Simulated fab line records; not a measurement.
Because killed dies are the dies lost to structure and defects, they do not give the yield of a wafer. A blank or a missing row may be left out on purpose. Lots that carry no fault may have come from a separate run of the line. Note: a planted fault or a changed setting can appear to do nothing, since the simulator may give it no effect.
8D (eight disciplines) problem report, filled in by code	flow gf180mcu	the parts of the form that need people (team, actions taken, sign-off) are left out

== 1. WHAT IS WRONG ==
Wafers without a fault read 100.00, standard deviation 0.033; beam_energy_keV at GF_MVSD_IMPLANT_09 reads a mean of 93.87 on 6 wafers belonging to 2 lots. So: -99 or more standard deviations from the usual mean.
Seen first at day 7 03:19 on implanter-04, wafer L835.1. The record holds 42 wafers of 14 lots with a number at this step. By rule, "out" or "out of limits" means more than 4 standard deviations away from the usual mean. Any other wafer with a number is counted as sound.

== 2. WHAT IT IS, WHAT IT ISN'T ==
question	is	is not
which readings at this step	beam_energy_keV	-
which lots	L835, L840	L824, L825, L826, L828, L829, L830, L831, L832, L833, L834, L837, L844
which wafers of those lots	all that have a number	-
read on which tools	implanter-04	implanter-02, implanter-03
when	from day 7 03:19	up to then (30 sound wafers); but 6 sound wafers of L837, L844 came after

== 3. THE SUSPECTS, EACH WITH WHAT RULES IT OUT ==
Counting: a tool at any process step up to the reading remains a suspect when it ran all the lots that are out and ran no sound lot after the first of those.
- implanter-04 at GF_MVSD_IMPLANT_09: kept. It ran every lot that is out, first L835 (day 7 03:19), and no sound lot after that; its last sound lot up to then is L834 (day 6 20:01). On those wafers its own readings are out: beam_energy_keV.
The count leaves implanter-04 at GF_MVSD_IMPLANT_09.

== 4. THE CAUSE (what the simulator had put in) ==
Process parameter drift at GF_MVSD_IMPLANT_09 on implanter-04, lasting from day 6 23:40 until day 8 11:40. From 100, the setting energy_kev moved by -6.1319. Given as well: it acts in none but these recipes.
Only this tool survived the counting.

== 5. THE CHAIN OF EFFECTS, in route order ==
Rows list readings where the struck wafers' mean (over those with a number) sits beyond 3 standard deviations from the usual. Only readings whose record carries a usual standard deviation are examined. hours: median over the lots of the time between each lot's start at the first step of this table that gives one and its start at this step. sigmas: the change, counted in usual standard deviations.
hours	step	reading	usual	on struck wafers	change	sigmas
0	GF_MVSD_IMPLANT_09	beam_energy_keV	100.00	93.87	-6.13	-99 or more
It contains these process steps:
- GF_MVSD_IMPLANT_09
Later measuring or inspecting steps at which every struck wafer that the step has a row for has a number for every such reading, and none has moved that far: GF_M1_CD_MEAS_14.

== 6. WHAT WOULD HAVE CAUGHT IT SOONER ==
First out-of-limits reading in this record: day 7 03:19, which is 4 hours after fault onset at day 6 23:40.
